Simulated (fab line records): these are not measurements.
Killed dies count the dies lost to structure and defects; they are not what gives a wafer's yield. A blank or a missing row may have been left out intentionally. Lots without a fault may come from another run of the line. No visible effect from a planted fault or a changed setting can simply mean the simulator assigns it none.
Which tool is to blame? | flow sky130 | Sampling: 24 lots, 72 wafers, 4 of 708 route steps

WHAT THE GAUGES READ, wafer by wafer
SKY_POLY_GATE_THK_MEAS_04.
lot  | measured     | on            | POLY_GATE_CVD_03_THK (nm)
L074 | day 14 23:44 | film-metro-03 | 75.2 74.9 74.7
L075 | day 15 04:49 | film-metro-03 | 76.0 75.6 75.7
L076 | day 15 11:16 | film-metro-03 | 74.6 74.4 74.7
L077 | day 15 21:53 | film-metro-03 | 75.5 75.2 75.9
L078 | day 16 03:16 | film-metro-04 | 75.1 75.0 75.5
L080 | day 16 22:24 | film-metro-03 | 75.7 74.8 76.1
L079 | day 16 22:25 | film-metro-04 | 74.1 74.8 74.0
L081 | day 17 07:13 | film-metro-03 | 75.2 75.2 75.1
L082 | day 17 13:04 | film-metro-04 | 73.3 74.1 74.1
L083 | day 18 05:32 | film-metro-04 | 74.3 73.9 73.6
L084 | day 18 16:50 | film-metro-03 | 74.1 74.6 74.8
L085 | day 18 18:11 | film-metro-03 | 74.4 74.6 74.2
L086 | day 19 05:49 | film-metro-03 | 74.2 74.5 75.0
L087 | day 19 12:40 | film-metro-02 | 74.6 74.3 74.5
L088 | day 19 23:14 | film-metro-02 | 75.7 75.0 75.6
L089 | day 20 08:08 | film-metro-04 | 75.2 76.2 75.3
L090 | day 20 12:58 | film-metro-04 | 75.0 74.4 74.5
L091 | day 21 05:30 | film-metro-04 | 75.0 74.7 75.1
L092 | day 21 21:23 | film-metro-03 | 75.7 75.2 75.5
L097 | day 23 18:30 | film-metro-02 | 75.7 76.2 75.7
L094 | day 23 19:52 | film-metro-03 | 74.4 74.6 74.8
L095 | day 23 21:35 | film-metro-03 | 75.2 75.5 76.1
L093 | day 23 23:44 | film-metro-02 | 74.3 73.9 74.4
L096 | day 24 02:17 | film-metro-02 | 75.2 75.0 75.1

SKY_LDD_P_CD_MEAS_07: target cd 380 nm.
lot  | measured     | on        | cd-nm (nm)
L074 | day 18 16:56 | cd-sem-02 | 381.0 379.7 380.5
L075 | day 18 23:58 | cd-sem-01 | 381.5 382.6 381.7
L076 | day 19 05:36 | cd-sem-02 | 377.8 377.7 377.8
L077 | day 19 19:19 | cd-sem-01 | 380.3 380.8 381.2
L078 | day 20 02:04 | cd-sem-01 | 381.2 382.5 381.0
L080 | day 20 21:34 | cd-sem-02 | 381.8 383.3 382.4
L079 | day 20 21:34 | cd-sem-01 | 380.3 380.1 379.7
L081 | day 21 06:04 | cd-sem-01 | 386.0 384.7 384.9
L082 | day 21 14:32 | cd-sem-01 | 375.8 377.6 378.4
L083 | day 22 04:47 | cd-sem-02 | 377.8 375.4 374.5
L084 | day 22 19:11 | cd-sem-01 | 375.5 377.2 377.0
L085 | day 22 20:26 | cd-sem-02 | 380.8 379.8 376.7
L086 | day 23 04:00 | cd-sem-02 | 377.5 377.4 376.1
L087 | day 23 10:47 | cd-sem-02 | 381.8 380.1 380.8
L088 | day 23 20:10 | cd-sem-01 | 376.4 377.6 379.0
L089 | day 24 05:05 | cd-sem-01 | 379.7 378.1 381.6
L090 | day 24 09:43 | cd-sem-01 | 379.0 377.2 380.6
L091 | day 25 02:06 | cd-sem-01 | 379.6 381.6 382.1
L092 | day 25 18:21 | cd-sem-01 | 380.7 379.2 380.0
L097 | day 27 14:56 | cd-sem-02 | 380.6 380.3 380.3
L094 | day 27 15:35 | cd-sem-02 | 381.8 381.2 380.2
L095 | day 27 16:32 | cd-sem-02 | 384.9 383.2 384.9
L093 | day 27 17:28 | cd-sem-02 | 383.6 380.3 381.0
L096 | day 27 22:44 | cd-sem-02 | 377.5 380.9 379.3

SKY_CONTACT_BOW_MEAS_05.
lot  | measured     | on            | CONTACT_BOW (um)
L074 | day 30 05:11 | film-metro-03 | 76 83 87
L075 | day 30 12:01 | film-metro-03 | 82 88 78
L076 | day 30 14:25 | film-metro-03 | 78 75 76
L077 | day 31 02:59 | film-metro-03 | 78 89 83
L078 | day 31 09:55 | film-metro-03 | 77 84 71
L080 | day 32 03:51 | film-metro-03 | 76 95 73
L079 | day 31 23:34 | film-metro-04 | 86 87 83
L081 | day 32 10:50 | film-metro-03 | 86 87 84
L082 | day 32 18:49 | film-metro-01 | 88 85 98
L083 | day 33 09:20 | film-metro-04 | 81 67 76
L084 | day 33 17:40 | film-metro-04 | 91 97 85
L085 | day 33 19:10 | film-metro-01 | 83 73 91
L086 | day 34 03:44 | film-metro-04 | 88 81 78
L087 | day 34 07:26 | film-metro-04 | 74 69 90
L088 | day 34 18:07 | film-metro-01 | 91 85 75
L089 | day 35 03:50 | film-metro-04 | 78 86 76
L090 | day 35 09:02 | film-metro-04 | 85 83 85
L091 | day 35 18:49 | film-metro-03 | 92 81 69
L092 | day 36 09:26 | film-metro-03 | 74 88 68
L097 | day 38 02:58 | film-metro-01 | 85 94 92
L094 | day 38 02:34 | film-metro-03 | 84 89 91
L095 | day 38 03:55 | film-metro-01 | 94 95 75
L093 | day 38 05:59 | film-metro-03 | 71 81 72
L096 | day 38 09:48 | film-metro-01 | 67 78 81

TOOL THAT RAN EACH LOT (tool first, then ch and the chambers of the sampled wafers, then the start)
lot  | SKY_POLY_GATE_ETCH_15
L074 | rie-diel-02 ch 1,2,3, day 16 03:16
L075 | rie-diel-02 ch 1,2, day 16 08:10
L076 | rie-diel-03 ch 1,3, day 16 14:37
L077 | rie-diel-04 ch 0,1,2, day 17 02:01
L078 | rie-diel-04 ch 2,3, day 17 07:53
L080 | rie-diel-04 ch 0,1,2, day 18 04:53
L079 | rie-diel-03 ch 0,3, day 18 04:32
L081 | rie-diel-03 ch 2,3, day 18 13:17
L082 | rie-diel-03 ch 0,3, day 18 19:53
L083 | rie-diel-04 ch 0,1,2, day 19 12:47
L084 | rie-diel-02 ch 0,1,2, day 20 00:38
L085 | rie-diel-04 ch 0,2,3, day 20 01:50
L086 | rie-diel-02 ch 1,2,3, day 20 12:35
L087 | rie-diel-04 ch 1,2,3, day 20 19:23
L088 | rie-diel-03 ch 0,2,3, day 21 05:53
L089 | rie-diel-04 ch 0,1,2, day 21 14:29
L090 | rie-diel-04 ch 0,1,3, day 21 19:29
L091 | rie-diel-02 ch 1,2,3, day 22 11:32
L092 | rie-diel-02 ch 0,1, day 23 03:26
L097 | rie-diel-02 ch 0,1,2, day 25 00:59
L094 | rie-diel-04 ch 0,2,3, day 25 01:52
L095 | rie-diel-02 ch 1,2, day 25 03:25
L093 | rie-diel-02 ch 0,3, day 25 05:07
L096 | rie-diel-02 ch 0,1,3, day 25 08:59
- SKY_POLY_GATE_ETCH_15: etches BARC in N2/H2, stops on SiO2, time 118.5 s, target depth 110 nm.

AS READ BY THE TOOLS THEMSELVES (means over the sampled wafers that have a number; for cases with no such wafer, the mark the record gives instead)
SKY_POLY_GATE_ETCH_15.
lot  | tool        | bias-w (W) | drypump-motor-current-A (A) | oes-product-au (a.u.) | throttle-valve-pct (%)
L074 | rie-diel-02 | 100.28     | 5.7                         | 0.716                 | 13.212
L075 | rie-diel-02 | 99.84      | 6.0                         | 0.715                 | 13.207
L076 | rie-diel-03 | 100.01     | 6.1                         | 0.720                 | 13.216
L077 | rie-diel-04 | 100.01     | 5.8                         | 0.715                 | 13.210
L078 | rie-diel-04 | 100.14     | 5.9                         | 0.715                 | 13.206
L080 | rie-diel-04 | 100.26     | 5.8                         | 0.719                 | 13.217
L079 | rie-diel-03 | 99.67      | 5.7                         | 0.719                 | 13.205
L081 | rie-diel-03 | 100.11     | 5.7                         | 0.720                 | 13.209
L082 | rie-diel-03 | 100.47     | 5.8                         | 0.716                 | 13.211
L083 | rie-diel-04 | 99.97      | 5.8                         | 0.723                 | 13.198
L084 | rie-diel-02 | 100.02     | 5.8                         | 0.717                 | 13.218
L085 | rie-diel-04 | 99.99      | 5.8                         | 0.721                 | 13.218
L086 | rie-diel-02 | 99.91      | 5.7                         | 0.716                 | 13.211
L087 | rie-diel-04 | 100.08     | 5.7                         | 0.713                 | 13.212
L088 | rie-diel-03 | 99.90      | 5.7                         | 0.716                 | 13.211
L089 | rie-diel-04 | 99.92      | 5.8                         | 0.719                 | 13.215
L090 | rie-diel-04 | 99.95      | 5.6                         | 0.710                 | 13.221
L091 | rie-diel-02 | 100.10     | 5.7                         | 0.715                 | 13.214
L092 | rie-diel-02 | 100.00     | 6.0                         | 0.719                 | 13.225
L097 | rie-diel-02 | 99.69      | 5.8                         | 0.717                 | 13.214
L094 | rie-diel-04 | 99.88      | 5.7                         | 0.717                 | 13.211
L095 | rie-diel-02 | 99.88      | 6.1                         | 0.715                 | 13.214
L093 | rie-diel-02 | 99.89      | 5.2                         | 0.722                 | 13.216
L096 | rie-diel-02 | 100.24     | 5.6                         | 0.719                 | 13.223

THE ANSWER, worked out from the rows above alone
Rule: the lots themselves supply what counts as usual. Put in order of their means at a reading, lots are off if they are a third of the lots or fewer, leave a main group of 4 or more, and stand apart from it by a gap of 3 or more times the standard deviation of the main group's means; of several such gaps the widest counts. If all means in a main group match to the digits the tables above print for the reading, that group is not used. Also off: a lot with no number at a reading for which 4 or more lots have one. Any other lot the step has rows for is counted as sound. The gauges are gone through in route order, then the tools' own readings, and for those a lot's mean is taken as printed above. The first step at which some lot is off is used, and at that step the reading that is off furthest; a lot without a number counts as furthest.
No lot is off on any of the readings shown, so nothing can be concluded from this.

WHAT THE SIMULATOR PUT IN
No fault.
